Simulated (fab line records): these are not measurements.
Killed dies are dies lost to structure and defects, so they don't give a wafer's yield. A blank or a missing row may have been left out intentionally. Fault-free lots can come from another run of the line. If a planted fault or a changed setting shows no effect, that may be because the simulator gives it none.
8D (eight disciplines) problem report, filled in by code || flow gf180mcu || the parts of the form that need people (team, actions taken, sign-off) are left out

## 1. THE PROBLEM
oes product au at GF_POLY_GATE_ETCH_13 reads a mean of 0.811 a.u. on 3 wafers of 2 lots; wafers without a fault read 0.990 a.u. with a standard deviation of 0.0065. Relative to the usual mean, that is a shift of -28 standard deviations.
The step: etches poly-Si in HBr/Cl2, stops on SiO2, target depth 198.5 nm, time 69.6 s.
First seen on wafer L679.3, day 13 14:58, on rie si-02. Wafers with a number at this step in the record: 39, from 13 lots. By rule, "out" or "out of limits" means more than 4 standard deviations away from the usual mean. The rest of the wafers with a number are treated as sound.

## 2. WHAT IT IS; WHAT IT IS NOT
{"question": "which readings at this step", "is": "oes product au", "is not": "drypump motor current A, rf fwd power W, throttle valve pct"}
{"question": "which lots", "is": "L679, L681", "is not": "L665, L666, L668, L669, L671, L673, L675, L676, L677, L687, L688"}
{"question": "which wafers of those lots", "is": "L679.3, L679.4, L681.6", "is not": "L679.1, L681.2, L681.5"}
{"question": "read on which tools", "is": "rie si-02", "is not": "rie si-01"}
{"question": "when", "is": "from day 13 14:58", "is not": "up to then (28 sound wafers); but 8 sound wafers of L681, L687, L688 came after"}

## 3. THE SUSPECTS, EACH WITH WHAT RULES IT OUT
Counting: a tool at a process step up to the reading stays a suspect if it ran every lot that is out. Sound lots after the first of them don't rule it out here, since some wafers of a struck lot are sound.
- rie si-02 at GF_POLY_GATE_ETCH_13 (etches poly-Si in HBr/Cl2, stops on SiO2, target depth 198.5 nm, time 69.6 s): kept. It ran every lot that is out, first L679 (day 13 14:58); its last sound lot up to then is L677 (day 12 18:16). On those wafers its own readings are out: oes product au.
After counting, what remains is rie si-02 at GF_POLY_GATE_ETCH_13.

## 4. THE CAUSE (what the simulator had put in)
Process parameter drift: rie si-02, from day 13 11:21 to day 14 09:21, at GF_POLY_GATE_ETCH_13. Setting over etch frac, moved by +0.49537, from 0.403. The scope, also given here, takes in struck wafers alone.
The count eliminated every tool but this one.

## 5. THE CHAIN OF EFFECTS, in route order
Each row: a reading whose mean over the struck wafers that have a number lies more than 3 standard deviations from the usual. Only readings for which the record gives a usual standard deviation are gone through. hours: the time from each lot's start at the first step in this table that gives one to its start at this step, as a median over the lots. sigmas: the change in usual standard deviations.
{"hours": 0, "step": "GF_POLY_GATE_ETCH_13", "reading": "oes product au", "usual": "0.990 a.u.", "on struck wafers": 0.811, "change": -0.179, "sigmas": -28}
{"hours": 0, "step": "GF_POLY_GATE_STRIP_14", "reading": "oes product au", "usual": "0.504 a.u.", "on struck wafers": 0.487, "change": -0.017, "sigmas": -3.7}
The process steps in it:
- GF_POLY_GATE_ETCH_13: etches poly-Si in HBr/Cl2, stops on SiO2, target depth 198.5 nm, time 69.6 s.
- GF_POLY_GATE_STRIP_14: strips in O2/N2.
Later measuring or inspecting steps at which every struck wafer that the step has a row for has a number for every such reading, and none has moved that far: GF_POLY_GATE_CD_MEAS_18, GF_HV_LDD_CD_MEAS_07.

## 6. WHAT WOULD HAVE CAUGHT IT SOONER
In this record no reading fell out of limits until day 13 14:58, 4 hours after the fault had begun at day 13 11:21.
